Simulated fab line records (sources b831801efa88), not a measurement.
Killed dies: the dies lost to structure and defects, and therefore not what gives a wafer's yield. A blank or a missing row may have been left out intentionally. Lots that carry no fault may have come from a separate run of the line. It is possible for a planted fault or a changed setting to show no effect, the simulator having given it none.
fab line records    flow sky130
record: lots: 24  wafers: 72  last_day: 50
route steps=708 shown SONOS_ONO@185 RES_XHIGH@360 LI_CONTACT@376 CONTACT@425 VIA1@470 CAP2M@606
lots that met no fault: taken from a fault-free run of the same line
start_h: the number of hours between the record's first day and the start of the first shown wafer of the lot    wait_h: hours since the lot's step before    " as in the row above    L1.1+2: a single row standing in for several wafers    - no value, or no start given    * or withheld: withheld    < > ~ a bound
route shown NAME@n: names a module that has steps shown in the file, with the first one's number in the route    usual: average and standard deviation across the fault-free wafers    same: alike in all rows    chamber/n: place in a boat    sites: per-site readings    _std_site: standard deviation of those values    _edge_site: inner sites' mean taken away from outer sites' mean    radius_mm: for every site, how far away it sits from the centre of the wafer    mask NAME#n: copy n    behind: the most recent tool/chamber to have shaped the wafer    hold: the reason the lot was held/the length of the hold in hours/how it ended    device: which transistor (n, p or np) failed to switch    end of line: tests of these same wafers at the route's end    step lacking rows: just its recipe    killed: dies lost to structure and defects at the first sort, not the wafer's yield    map: a wafer's dies, x killed, . not, _ none there
set.NAME: the setting as run; set.NAME@STEP: as run at that earlier step    model.NAME: the simulator's own value behind a step, which no gauge read
a sample of lots followed through the steps of the route, with each step as a table and each wafer as a row
services: from which hour (start_h, from the record's first day; less than 0 if before it) a tool's chamber was out of use, for how many hours, and why
== steps ==
step: SKY_SONOS_ONO_STRIP_17
recipe: chemistry: O2/N2  power_w: 1400  pressure_mtorr: 1500  platen_temp_c: withheld  o2_flow_sccm: 3000  n2_flow_sccm: 300  overash_fraction: 0.5
usual: drypump_motor_current_A: 5.6/0.52  oes_product_au: 0.710/0.0046  strip_time_to_endpoint_s: 14.09/0.042
lot.wafer  tool             chamber  start_h  wait_h  drypump_motor_current_A  oes_product_au  rf_hours_counter_h  strip_time_to_endpoint_s
L074.2     plasma_asher-01  0        283.97   0.1     6.4                      0.715           60                  14.01
L074.4     "                0        "        "       6.4                      0.708           -                   14.00
L074.5     "                0        "        "       6.4                      0.714           -                   13.98
L075.2     plasma_asher-01  0        292.25   0.0     6.4                      0.710           61                  14.03
L075.5     "                0        "        "       6.4                      0.719           -                   14.12
L075.6     "                1        "        "       5.0                      0.710           -                   14.05
L076.2     plasma_asher-04  1        292.53   0.0     5.0                      0.717           49                  14.07
L076.4     "                1        "        "       5.0                      0.708           -                   14.09
L076.5     "                0        "        "       5.9                      0.699           -                   14.10
L077.2     plasma_asher-04  0        302.33   0.0     5.9                      0.708           49                  14.05
L077.3     "                0        "        "       5.9                      0.715           -                   14.03
L077.5     "                0        "        "       5.9                      0.709           -                   14.02
L078.2     plasma_asher-04  1        311.95   0.0     4.9                      0.721           50                  14.02
L078.4     "                0        "        "       5.9                      0.702           -                   14.06
L078.6     "                0        "        "       5.9                      0.714           -                   14.03
L079.1     plasma_asher-03  1        314.75   0.0     5.6                      0.717           19                  14.09
L079.3     "                1        "        "       5.6                      0.718           -                   14.06
L079.6     "                1        "        "       5.6                      0.707           -                   14.03
L080.1     plasma_asher-03  1        324.62   0.0     5.6                      0.710           21                  14.14
L080.2     "                0        "        "       5.9                      0.708           21                  14.10
L080.5     "                1        "        "       5.6                      0.714           -                   14.09
L081.1     plasma_asher-03  0        337.83   0.0     5.9                      0.711           23                  14.10
L081.2     "                1        "        "       5.6                      0.719           23                  14.15
L081.6     "                1        "        "       5.6                      0.713           -                   14.10
L082.1     plasma_asher-03  1        348.76   0.0     5.6                      0.709           24                  14.11
L082.4     "                0        "        "       5.9                      0.701           -                   14.10
L082.6     "                1        "        "       5.7                      0.709           -                   14.09
L083.4     plasma_asher-03  0        358.84   0.0     5.9                      0.701           -                   14.05
L083.5     "                1        "        "       5.6                      0.713           -                   14.05
L083.6     "                0        "        "       5.9                      0.710           -                   14.08
L085.1     plasma_asher-04  1        377.52   0.0     5.0                      0.718           58                  14.12
L085.2     "                0        "        "       5.9                      0.709           58                  14.10
L085.6     "                1        "        "       5.0                      0.710           -                   14.14
L084.2     plasma_asher-01  0        377.71   0.0     6.4                      0.712           67                  14.11
L084.5     "                0        "        "       6.4                      0.715           -                   14.14
L084.6     "                1        "        "       5.0                      0.714           -                   14.15
L086.2     plasma_asher-01  0        385.92   0.0     6.4                      0.712           68                  14.13
L086.5     "                1        "        "       5.0                      0.706           -                   14.09
L086.6     "                0        "        "       6.4                      0.716           -                   14.10
L087.2     plasma_asher-04  0        393.23   0.0     5.9                      0.705           59                  14.07
L087.4     "                1        "        "       5.0                      0.707           -                   14.07
L087.5     "                0        "        "       5.9                      0.710           -                   14.10
L088.1     plasma_asher-01  1        400.88   0.0     5.0                      0.706           69                  14.13
L088.5     "                0        "        "       6.4                      0.713           -                   14.14
L088.6     "                1        "        "       5.0                      0.709           -                   14.11
L089.1     plasma_asher-01  1        413.24   0.0     5.0                      0.718           70                  14.12
L089.2     "                0        "        "       6.4                      0.718           70                  14.10
L089.6     "                0        "        "       6.4                      0.705           -                   14.11
L091.1     plasma_asher-01  0        426.34   0.0     6.4                      0.706           72                  14.13
L091.3     "                0        "        "       6.4                      0.711           -                   14.11
L091.4     "                1        "        "       5.0                      0.715           -                   14.13
L090.1     plasma_asher-03  0        426.64   0.0     5.9                      0.711           31                  14.07
L090.4     "                0        "        "       5.9                      0.716           -                   14.07
L090.6     "                1        "        "       5.6                      0.705           -                   14.08
L092.3     plasma_asher-03  1        443.91   0.0     5.6                      0.714           -                   14.14
L092.4     "                0        "        "       5.9                      0.709           -                   14.16
L092.5     "                1        "        "       5.6                      0.714           -                   14.14
L094.1     plasma_asher-04  0        444.18   0.0     5.9                      0.711           64                  14.06
L094.5     "                0        "        "       5.9                      0.710           -                   14.07
L094.6     "                1        "        "       4.9                      0.708           -                   14.04
L093.1     plasma_asher-01  0        444.22   0.0     6.4                      0.708           74                  14.09
L093.3     "                0        "        "       6.4                      0.704           -                   14.15
L093.5     "                1        "        "       5.0                      0.703           -                   14.06
L095.3     plasma_asher-03  0        455.82   0.0     5.9                      0.704           -                   14.17
L095.4     "                1        "        "       5.6                      0.713           -                   14.19
L095.5     "                1        "        "       5.7                      0.706           -                   14.19
L096.2     plasma_asher-04  0        465.10   0.0     5.9                      0.714           66                  14.06
L096.3     "                1        "        "       5.0                      0.712           -                   14.09
L096.4     "                0        "        "       5.9                      0.705           -                   14.11
L097.1     plasma_asher-01  0        465.16   0.0     6.4                      0.707           76                  14.14
L097.3     "                1        "        "       5.0                      0.707           -                   14.14
L097.5     "                0        "        "       6.5                      0.707           -                   14.10
step: SKY_SD_N_RS_MEAS_18
recipe: thk_meas_gauge: four-point-probe
usual: RES_XHIGH_RS: 332.7/1.4
lot.wafer  tool           chamber  start_h  wait_h  RES_XHIGH_RS[ohm/sq]
L074.2     film_metro-01  -        648.08   0.1     332.2
L074.4     "              -        "        "       331.3
L074.5     "              -        "        "       333.4
L076.2     film_metro-01  -        659.68   0.1     334.2
L076.4     "              -        "        "       333.7
L076.5     "              -        "        "       333.7
L075.2     film_metro-04  -        661.56   0.1     330.7
L075.5     "              -        "        "       331.7
L075.6     "              -        "        "       332.8
L077.2     film_metro-02  -        670.66   0.1     333.6
L077.3     "              -        "        "       333.6
L077.5     "              -        "        "       332.8
L078.2     film_metro-02  -        683.28   0.1     333.3
L078.4     "              -        "        "       332.5
L078.6     "              -        "        "       334.5
L079.1     film_metro-04  -        683.39   0.1     333.6
L079.3     "              -        "        "       335.5
L079.6     "              -        "        "       334.9
L080.1     film_metro-04  -        695.84   0.1     330.8
L080.2     "              -        "        "       332.1
L080.5     "              -        "        "       331.9
L081.1     film_metro-01  -        721.81   0.1     334.0
L081.2     "              -        "        "       333.9
L081.6     "              -        "        "       333.3
L082.1     film_metro-01  -        724.14   0.1     333.1
L082.4     "              -        "        "       332.8
L082.6     "              -        "        "       332.1
L083.4     film_metro-02  -        734.15   0.1     333.1
L083.5     "              -        "        "       333.5
L083.6     "              -        "        "       334.3
L084.2     film_metro-01  -        748.66   0.1     331.5
L084.5     "              -        "        "       332.5
L084.6     "              -        "        "       333.2
L085.1     film_metro-04  -        750.56   0.1     330.7
L085.2     "              -        "        "       331.9
L085.6     "              -        "        "       332.0
L086.2     film_metro-02  -        759.66   0.1     334.9
L086.5     "              -        "        "       335.1
L086.6     "              -        "        "       335.4
L088.1     film_metro-02  -        772.12   0.1     331.7
L088.5     "              -        "        "       332.1
L088.6     "              -        "        "       332.4
L087.2     film_metro-01  -        772.56   0.1     330.0
L087.4     "              -        "        "       330.4
L087.5     "              -        "        "       331.2
L089.1     film_metro-01  -        779.94   0.1     329.5
L089.2     "              -        "        "       330.8
L089.6     "              -        "        "       329.9
L091.1     film_metro-01  -        796.64   0.1     332.7
L091.3     "              -        "        "       330.7
L091.4     "              -        "        "       330.9
L090.1     film_metro-01  -        797.62   0.1     334.0
L090.4     "              -        "        "       331.9
L090.6     "              -        "        "       332.1
L093.1     film_metro-01  -        804.47   0.1     333.5
L093.3     "              -        "        "       332.1
L093.5     "              -        "        "       332.3
L094.1     film_metro-01  -        808.71   0.1     332.3
L094.5     "              -        "        "       331.3
L094.6     "              -        "        "       332.0
L092.3     film_metro-02  -        808.71   0.1     333.2
L092.4     "              -        "        "       332.5
L092.5     "              -        "        "       332.2
L095.3     film_metro-02  -        815.55   0.1     335.2
L095.4     "              -        "        "       335.3
L095.5     "              -        "        "       335.0
L096.2     film_metro-01  -        825.96   0.1     332.5
L096.3     "              -        "        "       333.2
L096.4     "              -        "        "       332.6
L097.1     film_metro-04  -        826.78   0.1     332.9
L097.3     "              -        "        "       331.9
L097.5     "              -        "        "       333.0
step: SKY_LI_CONTACT_ETCH_14
recipe: chemistry: N2/H2  target: BARC  ion_energy_ev: 200  source_w: 500  bias_w: 100  pressure_mtorr: 30  n2_flow_sccm: 100  h2_flow_sccm: 200  stop_on: SiO2  time_s: 45.9  target_depth_a: 600
usual: drypump_motor_current_A: 5.4/0.46  oes_product_au: 0.854/0.0053  throttle_valve_pct: 13.225/0.0096
lot.wafer  tool         chamber  start_h  wait_h  drypump_motor_current_A  oes_product_au  rf_hours_counter_h  throttle_valve_pct
L074.2     rie_diel-04  0        677.13   0.0     5.4                      0.851           44                  13.237
L074.4     "            3        "        "       6.0                      0.849           -                   13.230
L074.5     "            0        "        "       5.4                      0.861           -                   13.216
L076.2     rie_diel-02  2        688.56   0.0     6.4                      0.851           61                  13.238
L076.4     "            2        "        "       6.3                      0.858           -                   13.224
L076.5     "            0        "        "       5.9                      0.850           -                   13.212
L075.2     rie_diel-03  1        690.39   0.0     5.1                      0.849           6                   13.240
L075.5     "            1        "        "       5.1                      0.849           -                   13.242
L075.6     "            0        "        "       5.8                      0.855           -                   13.228
L077.2     rie_diel-02  2        700.31   0.0     6.4                      0.858           62                  13.221
L077.3     "            0        "        "       5.9                      0.854           2                   13.223
L077.5     "            0        "        "       5.9                      0.860           -                   13.218
L078.2     rie_diel-04  3        711.61   0.0     6.0                      0.854           6                   13.224
L078.4     "            0        "        "       5.5                      0.857           45                  13.220
L078.6     "            1        "        "       4.9                      0.855           -                   13.232
L079.1     rie_diel-03  3        712.76   0.0     5.1                      0.858           3                   13.220
L079.3     "            0        "        "       5.8                      0.851           9                   13.238
L079.6     "            0        "        "       5.8                      0.853           -                   13.228
L080.1     rie_diel-04  2        723.56   0.0     4.9                      0.857           21                  13.226
L080.2     "            1        "        "       4.9                      0.847           1                   13.205
L080.5     "            3        "        "       6.0                      0.845           -                   13.226
L081.1     rie_diel-04  2        750.54   0.0     4.9                      0.854           22                  13.229
L081.2     "            1        "        "       4.9                      0.854           2                   13.230
L081.6     "            2        "        "       4.9                      0.854           -                   13.218
L082.1     rie_diel-03  0        752.43   0.0     5.8                      0.852           9                   13.213
L082.4     "            0        "        "       5.8                      0.856           -                   13.211
L082.6     "            2        "        "       4.8                      0.851           -                   13.228
L083.4     rie_diel-03  3        761.81   0.0     5.1                      0.854           3                   13.227
L083.5     "            1        "        "       5.1                      0.849           -                   13.230
L083.6     "            0        "        "       5.8                      0.861           -                   13.213
L084.2     rie_diel-03  1        776.03   0.0     5.2                      0.859           8                   13.225
L084.5     "            2        "        "       4.9                      0.855           -                   13.230
L084.6     "            1        "        "       5.2                      0.868           -                   13.237
L085.1     rie_diel-02  3        778.29   0.0     5.4                      0.860           9                   13.233
L085.2     "            0        "        "       6.0                      0.848           5                   13.228
L085.6     "            2        "        "       6.3                      0.848           -                   13.226
L086.2     rie_diel-02  0        786.91   0.0     5.9                      0.857           5                   13.228
L086.5     "            3        "        "       5.4                      0.852           -                   13.225
L086.6     "            2        "        "       6.4                      0.853           -                   13.218
L088.1     rie_diel-04  0        798.99   0.0     5.4                      0.851           1                   13.217
L088.5     "            3        "        "       6.0                      0.864           -                   13.236
L088.6     "            0        "        "       5.4                      0.854           -                   13.229
L087.2     rie_diel-03  3        799.46   0.0     5.1                      0.855           4                   13.230
L087.4     "            1        "        "       5.2                      0.849           -                   13.226
L087.5     "            2        "        "       4.8                      0.839           -                   13.227
L089.1     rie_diel-04  3        807.16   0.0     6.0                      0.858           9                   13.225
L089.2     "            0        "        "       5.5                      0.857           1                   13.231
L089.6     "            1        "        "       5.0                      0.852           -                   13.223
L091.1     rie_diel-04  2        823.38   0.0     4.9                      0.851           24                  13.201
L091.3     "            0        "        "       5.4                      0.856           2                   13.225
L091.4     "            1        "        "       4.9                      0.861           4                   13.207
L090.1     rie_diel-02  3        824.33   0.0     5.4                      0.858           11                  13.228
L090.4     "            0        "        "       5.9                      0.854           -                   13.217
L090.6     "            1        "        "       5.2                      0.842           -                   13.231
L093.1     rie_diel-03  0        831.01   0.0     5.8                      0.852           11                  13.239
L093.3     "            1        "        "       5.2                      0.855           9                   13.216
L093.5     "            3        "        "       5.1                      0.854           -                   13.220
L092.3     rie_diel-02  3        835.76   0.0     5.4                      0.858           12                  13.234
L092.4     "            0        "        "       5.9                      0.856           -                   13.215
L092.5     "            1        "        "       5.2                      0.859           -                   13.202
L094.1     rie_diel-03  3        836.11   0.0     5.1                      0.844           5                   13.219
L094.5     "            3        "        "       5.1                      0.850           -                   13.232
L094.6     "            1        "        "       5.2                      0.848           -                   13.224
L095.3     rie_diel-03  0        842.13   0.0     5.8                      0.856           12                  13.233
L095.4     "            1        "        "       5.1                      0.848           10                  13.231
L095.5     "            0        "        "       5.8                      0.848           -                   13.209
L096.2     rie_diel-02  1        852.43   0.0     5.2                      0.855           1                   13.231
L096.3     "            3        "        "       5.4                      0.852           12                  13.226
L096.4     "            2        "        "       6.4                      0.854           0                   13.234
L097.1     rie_diel-04  2        853.38   0.0     4.9                      0.857           25                  13.232
L097.3     "            0        "        "       5.4                      0.850           3                   13.229
L097.5     "            3        "        "       6.0                      0.851           -                   13.209
step: SKY_CONTACT_STRIP_19
recipe: chemistry: O2/N2  power_w: 1400  pressure_mtorr: 1500  platen_temp_c: withheld  o2_flow_sccm: 3000  n2_flow_sccm: 300  overash_fraction: 0.5
usual: drypump_motor_current_A: 5.7/0.58  oes_product_au: 0.380/0.0043  strip_time_to_endpoint_s: 3.61/0.032
lot.wafer  tool             chamber  start_h  wait_h  drypump_motor_current_A  oes_product_au  rf_hours_counter_h  strip_time_to_endpoint_s
L074.2     plasma_asher-04  0        735.23   -       5.9                      0.379           94                  3.61
L074.4     "                1        "        "       5.0                      0.382           -                   3.63
L074.5     "                1        "        "       5.0                      0.380           -                   3.61
L076.2     plasma_asher-02  0        747.38   -       6.3                      0.380           30                  3.60
L076.4     "                1        "        "       5.5                      0.380           -                   3.62
L076.5     "                0        "        "       6.3                      0.376           -                   3.56
L075.2     plasma_asher-01  0        749.03   -       6.4                      0.384           1                   3.64
L075.5     "                1        "        "       5.0                      0.377           -                   3.62
L075.6     "                0        "        "       6.4                      0.374           -                   3.65
L077.2     plasma_asher-02  1        758.62   -       5.4                      0.382           31                  3.62
L077.3     "                0        "        "       6.3                      0.376           -                   3.61
L077.5     "                0        "        "       6.3                      0.383           -                   3.58
L078.2     plasma_asher-02  0        769.47   -       6.3                      0.373           32                  3.56
L078.4     "                0        "        "       6.3                      0.377           -                   3.58
L078.6     "                1        "        "       5.4                      0.391           -                   3.55
L079.1     plasma_asher-02  1        770.98   -       5.4                      0.381           32                  3.62
L079.3     "                1        "        "       5.5                      0.377           -                   3.67
L079.6     "                1        "        "       5.4                      0.382           -                   3.64
L080.1     plasma_asher-02  0        781.42   -       6.3                      0.378           33                  3.60
L080.2     "                1        "        "       5.4                      0.381           33                  3.60
L080.5     "                1        "        "       5.4                      0.381           -                   3.61
L081.1     plasma_asher-02  0        806.82   -       6.3                      0.378           35                  3.60
L081.2     "                1        "        "       5.4                      0.380           35                  3.60
L081.6     "                0        "        "       6.3                      0.377           -                   3.57
L082.1     plasma_asher-02  0        808.23   -       6.4                      0.384           36                  3.62
L082.4     "                0        "        "       6.3                      0.384           -                   3.65
L082.6     "                1        "        "       5.5                      0.375           -                   3.57
L083.4     plasma_asher-02  0        817.50   -       6.3                      0.367           -                   3.54
L083.5     "                0        "        "       6.3                      0.380           -                   3.58
L083.6     "                1        "        "       5.4                      0.379           -                   3.63
L084.2     plasma_asher-01  0        831.83   -       6.4                      0.382           9                   3.59
L084.5     "                0        "        "       6.4                      0.380           -                   3.60
L084.6     "                1        "        "       5.0                      0.375           -                   3.63
L085.1     plasma_asher-01  1        834.73   -       5.0                      0.374           9                   3.62
L085.2     "                0        "        "       6.4                      0.377           9                   3.58
L085.6     "                1        "        "       5.0                      0.390           -                   3.58
L086.2     plasma_asher-01  1        841.57   -       5.0                      0.380           10                  3.64
L086.5     "                0        "        "       6.4                      0.382           -                   3.61
L086.6     "                1        "        "       5.0                      0.379           -                   3.59
L088.1     plasma_asher-04  0        854.42   -       5.9                      0.380           106                 3.60
L088.5     "                0        "        "       5.9                      0.383           -                   3.55
L088.6     "                1        "        "       5.0                      0.388           -                   3.59
L087.2     plasma_asher-02  0        854.98   -       6.3                      0.382           40                  3.58
L087.4     "                1        "        "       5.5                      0.375           -                   3.60
L087.5     "                1        "        "       5.5                      0.381           -                   3.64
L089.1     plasma_asher-01  1        862.47   -       5.0                      0.379           12                  3.61
L089.2     "                0        "        "       6.4                      0.381           12                  3.59
L089.6     "                1        "        "       5.0                      0.387           -                   3.64
L091.1     plasma_asher-02  0        878.58   -       6.3                      0.382           43                  3.61
L091.3     "                0        "        "       6.4                      0.379           -                   3.63
L091.4     "                1        "        "       5.5                      0.377           -                   3.57
L090.1     plasma_asher-01  1        879.52   -       5.0                      0.385           14                  3.72
L090.4     "                0        "        "       6.4                      0.385           -                   3.63
L090.6     "                1        "        "       5.0                      0.380           -                   3.61
L093.1     plasma_asher-04  0        884.77   -       5.9                      0.386           108                 3.69
L093.3     "                1        "        "       5.0                      0.389           -                   3.61
L093.5     "                1        "        "       5.0                      0.386           -                   3.62
L092.3     plasma_asher-01  1        890.87   -       5.0                      0.384           -                   3.63
L092.4     "                0        "        "       6.4                      0.382           -                   3.63
L092.5     "                1        "        "       5.0                      0.378           -                   3.61
L094.1     plasma_asher-01  1        891.18   -       5.0                      0.375           15                  3.60
L094.5     "                1        "        "       5.0                      0.380           -                   3.57
L094.6     "                0        "        "       6.4                      0.382           -                   3.63
L095.3     plasma_asher-01  0        897.17   -       6.4                      0.379           -                   3.57
L095.4     "                1        "        "       5.0                      0.383           -                   3.58
L095.5     "                1        "        "       5.0                      0.384           -                   3.54
L096.2     plasma_asher-02  0        907.07   -       6.3                      0.378           45                  3.56
L096.3     "                0        "        "       6.3                      0.380           -                   3.61
L096.4     "                1        "        "       5.5                      0.386           -                   3.57
L097.1     plasma_asher-04  1        908.52   -       5.0                      0.385           111                 3.61
L097.3     "                0        "        "       5.9                      0.379           -                   3.57
L097.5     "                0        "        "       5.9                      0.376           -                   3.60
step: SKY_VIA1_CD_MEAS_12
recipe: target_cd_nm: 150
usual: cd_nm: 150.0/2.1
lot.wafer  tool       chamber  start_h  wait_h  cd_nm
L074.2     cd_sem-02  -        790.93   -       148.0
L074.4     "          -        "        "       150.1
L074.5     "          -        "        "       149.1
L076.2     cd_sem-01  -        803.60   -       146.6
L076.4     "          -        "        "       148.5
L076.5     "          -        "        "       146.3
L075.2     cd_sem-02  -        805.20   -       152.6
L075.5     "          -        "        "       152.9
L075.6     "          -        "        "       152.8
L077.2     cd_sem-02  -        813.73   -       150.3
L077.3     "          -        "        "       151.0
L077.5     "          -        "        "       149.1
L078.2     cd_sem-02  -        824.65   -       148.2
L078.4     "          -        "        "       149.8
L078.6     "          -        "        "       148.4
L079.1     cd_sem-02  -        826.13   -       153.5
L079.3     "          -        "        "       152.3
L079.6     "          -        "        "       153.2
L080.1     cd_sem-02  -        837.03   -       146.8
L080.2     "          -        "        "       148.1
L080.5     "          -        "        "       145.9
L081.1     cd_sem-01  -        861.71   -       146.2
L081.2     "          -        "        "       145.6
L081.6     "          -        "        "       147.2
L082.1     cd_sem-02  -        863.33   -       149.1
L082.4     "          -        "        "       147.2
L082.6     "          -        "        "       148.5
L083.4     cd_sem-01  -        870.92   -       150.2
L083.5     "          -        "        "       149.3
L083.6     "          -        "        "       150.3
L084.2     cd_sem-02  -        886.23   -       148.4
L084.5     "          -        "        "       148.4
L084.6     "          -        "        "       145.3
L085.1     cd_sem-01  -        889.68   -       151.4
L085.2     "          -        "        "       152.3
L085.6     "          -        "        "       153.1
L086.2     cd_sem-01  -        896.75   -       152.0
L086.5     "          -        "        "       150.9
L086.6     "          -        "        "       150.1
L088.1     cd_sem-02  -        909.78   -       150.5
L088.5     "          -        "        "       149.4
L088.6     "          -        "        "       150.2
L087.2     cd_sem-02  -        910.15   -       151.8
L087.4     "          -        "        "       149.0
L087.5     "          -        "        "       151.3
L089.1     cd_sem-01  -        917.31   -       149.3
L089.2     "          -        "        "       149.1
L089.6     "          -        "        "       149.1
L091.1     cd_sem-01  -        929.96   -       150.4
L091.3     "          -        "        "       150.2
L091.4     "          -        "        "       152.9
L090.1     cd_sem-02  -        931.59   -       152.6
L090.4     "          -        "        "       152.0
L090.6     "          -        "        "       152.0
L093.1     cd_sem-01  -        938.13   -       152.9
L093.3     "          -        "        "       151.5
L093.5     "          -        "        "       151.9
L092.3     cd_sem-01  -        943.48   -       152.6
L092.4     "          -        "        "       151.0
L092.5     "          -        "        "       152.2
L094.1     cd_sem-02  -        943.61   -       152.9
L094.5     "          -        "        "       151.7
L094.6     "          -        "        "       151.5
L095.3     cd_sem-01  -        949.85   -       149.2
L095.4     "          -        "        "       149.4
L095.5     "          -        "        "       150.6
L096.2     cd_sem-02  -        958.61   -       148.1
L096.3     "          -        "        "       148.9
L096.4     "          -        "        "       148.9
L097.1     cd_sem-02  -        960.71   -       146.8
L097.3     "          -        "        "       148.7
L097.5     "          -        "        "       147.3
step: SKY_CAP2M_RS_MEAS_03
recipe: thk_meas_gauge: four-point-probe  reads: TiN_of_CAP2M_SPUTTER_02
usual: CAP2M_TIN_RS: 6.92/0.084
lot.wafer  tool           chamber  start_h  wait_h  CAP2M_TIN_RS[ohm/sq]
L074.2     film_metro-03  -        929.14   0.1     6.88
L074.4     "              -        "        "       6.90
L074.5     "              -        "        "       6.77
L076.2     film_metro-01  -        939.08   0.1     6.99
L076.4     "              -        "        "       6.94
L076.5     "              -        "        "       7.03
L075.2     film_metro-02  -        942.24   0.1     6.83
L075.5     "              -        "        "       6.84
L075.6     "              -        "        "       6.74
L077.2     film_metro-01  -        949.49   0.1     6.92
L077.3     "              -        "        "       6.83
L077.5     "              -        "        "       6.90
L078.2     film_metro-01  -        959.77   0.1     6.88
L078.4     "              -        "        "       6.96
L078.6     "              -        "        "       6.92
L079.1     film_metro-03  -        961.96   0.1     6.80
L079.3     "              -        "        "       6.73
L079.6     "              -        "        "       6.85
L080.1     film_metro-02  -        970.29   0.1     6.94
L080.2     "              -        "        "       6.99
L080.5     "              -        "        "       6.84
L081.1     film_metro-01  -        994.30   0.1     6.96
L081.2     "              -        "        "       6.93
L081.6     "              -        "        "       6.88
L082.1     film_metro-01  -        996.04   0.1     6.99
L082.4     "              -        "        "       6.91
L082.6     "              -        "        "       6.91
L083.4     film_metro-01  -        1001.83  0.1     6.93
L083.5     "              -        "        "       7.01
L083.6     "              -        "        "       6.88
L084.2     film_metro-03  -        1017.15  0.1     6.87
L084.5     "              -        "        "       6.83
L084.6     "              -        "        "       6.92
L085.1     film_metro-02  -        1018.21  0.1     6.87
L085.2     "              -        "        "       6.89
L085.6     "              -        "        "       6.86
L086.2     film_metro-02  -        1024.84  0.1     6.93
L086.5     "              -        "        "       6.89
L086.6     "              -        "        "       7.02
L088.1     film_metro-01  -        1035.74  0.1     7.00
L088.5     "              -        "        "       6.94
L088.6     "              -        "        "       7.07
L087.2     film_metro-02  -        1036.06  0.1     6.86
L087.4     "              -        "        "       6.82
L087.5     "              -        "        "       6.91
L089.1     film_metro-02  -        1040.84  0.1     6.85
L089.2     "              -        "        "       6.88
L089.6     "              -        "        "       6.83
L091.1     film_metro-03  -        1053.41  0.1     7.03
L091.3     "              -        "        "       7.15
L091.4     "              -        "        "       7.07
L090.1     film_metro-03  -        1054.95  0.1     7.01
L090.4     "              -        "        "       7.02
L090.6     "              -        "        "       7.07
L093.1     film_metro-02  -        1062.62  0.1     6.87
L093.3     "              -        "        "       6.77
L093.5     "              -        "        "       6.98
L092.3     film_metro-02  -        1066.11  0.1     6.98
L092.4     "              -        "        "       6.93
L092.5     "              -        "        "       6.96
L094.1     film_metro-01  -        1066.20  0.1     6.96
L094.5     "              -        "        "       6.91
L094.6     "              -        "        "       6.98
L095.3     film_metro-01  -        1073.45  0.1     7.10
L095.4     "              -        "        "       7.11
L095.5     "              -        "        "       7.10
L096.2     film_metro-02  -        1079.03  0.1     6.95
L096.3     "              -        "        "       6.89
L096.4     "              -        "        "       6.91
L097.1     film_metro-02  -        1080.85  0.1     6.91
L097.3     "              -        "        "       6.88
L097.5     "              -        "        "       6.86
== services ==
tool             chamber  start_h  hours  kind
rie_diel-03      2        262.60   1.9    repair
plasma_asher-01  -        271.71   2.8    pm
rie_diel-03      -        278.57   0.4    repair
plasma_asher-04  -        281.48   5.6    repair
plasma_asher-03  -        281.94   2.9    repair
plasma_asher-03  -        283.02   4.3    repair
plasma_asher-01  -        284.23   0.6    repair
rie_diel-03      -        287.34   0.9    repair
plasma_asher-01  -        308.17   28.1   pm
rie_diel-03      0        329.63   3.9    repair
plasma_asher-02  -        421.25   9.0    pm
plasma_asher-01  -        440.68   2.9    repair
plasma_asher-02  -        502.00   13.2   repair
rie_diel-03      3        512.33   4.1    repair
rie_diel-03      -        624.14   14.6   pm
rie_diel-03      1        639.04   6.0    repair
rie_diel-03      2        670.67   12.4   repair
plasma_asher-02  -        704.44   0.4    repair
rie_diel-03      1        704.84   3.2    repair
plasma_asher-01  -        733.75   9.0    pm
rie_diel-03      3        751.89   9.5    repair
rie_diel-03      0        796.27   11.3   repair
rie_diel-03      2        805.27   36.2   repair
rie_diel-03      2        891.52   23.6   repair
== key ==
fault none
